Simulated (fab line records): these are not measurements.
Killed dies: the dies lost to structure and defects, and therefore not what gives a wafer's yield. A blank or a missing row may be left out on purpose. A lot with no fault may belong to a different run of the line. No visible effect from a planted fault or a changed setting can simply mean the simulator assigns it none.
Which tool did it?    flow sky130    6 lots, 18 wafers sampled, at 2 steps of a route of 708

== WHAT THE GAUGES SHOWED, per wafer ==
SKY_VT_ADJUST_NCORE_TW_MEAS_11.
lot   measured      on             VT_ADJUST_NCORE_TW
L936  day 9 08:38   film_metro-04  219.5 219.5 219.6
L940  day 10 13:01  film_metro-01  222.9 222.1 220.9
L943  day 11 12:59  film_metro-04  220.6 222.1 222.0
L945  day 12 03:41  film_metro-03  219.0 219.6 218.3
L951  day 14 05:12  film_metro-04  270.7 270.2 271.6 269.9 269.7 269.4
L955  day 15 01:45  film_metro-04  219.4 221.0 220.5

== EACH LOT AND THE TOOL THAT RAN IT (in order: tool; ch and the chambers of the sampled wafers; start) ==
lot   SKY_VT_ADJUST_NCORE_IMPLANT_09
L936  implanter-04 ch 0, day 9 08:23
L940  implanter-02 ch 0, day 10 12:46
L943  implanter-04 ch 0, day 11 12:45
L945  implanter-02 ch 0, day 12 03:26
L951  implanter-03 ch 0, day 14 04:39
L955  implanter-03 ch 0, day 15 01:31
- SKY_VT_ADJUST_NCORE_IMPLANT_09

== THE ANSWER, worked out from the rows above alone ==
Rule: the usual values come from the lots themselves. Put in order of their means at a reading, lots are off if they are a third of the lots or fewer, leave a main group of 4 or more, and stand apart from it by a gap of 3 or more times the standard deviation of the main group's means; of several such gaps the widest counts. The tables above print the reading to a certain number of digits; a main group whose means all agree to those digits is not used. A lot without any number at a reading at which 4 lots or more have one is off too. All remaining lots with rows at the step are treated as sound.
Off: at SKY_VT_ADJUST_NCORE_TW_MEAS_11 (VT_ADJUST_NCORE_TW), L951. Main group: mean 220.5, sd 1.1.
A tool fits if, at a process step before that reading, it ran every lot that is off, and no sound lot after the first of them. Those tools and the gauges at SKY_VT_ADJUST_NCORE_TW_MEAS_11 are tried in the same way. None of those tried fits.

== WHAT THE SIMULATOR HAD INSERTED ==
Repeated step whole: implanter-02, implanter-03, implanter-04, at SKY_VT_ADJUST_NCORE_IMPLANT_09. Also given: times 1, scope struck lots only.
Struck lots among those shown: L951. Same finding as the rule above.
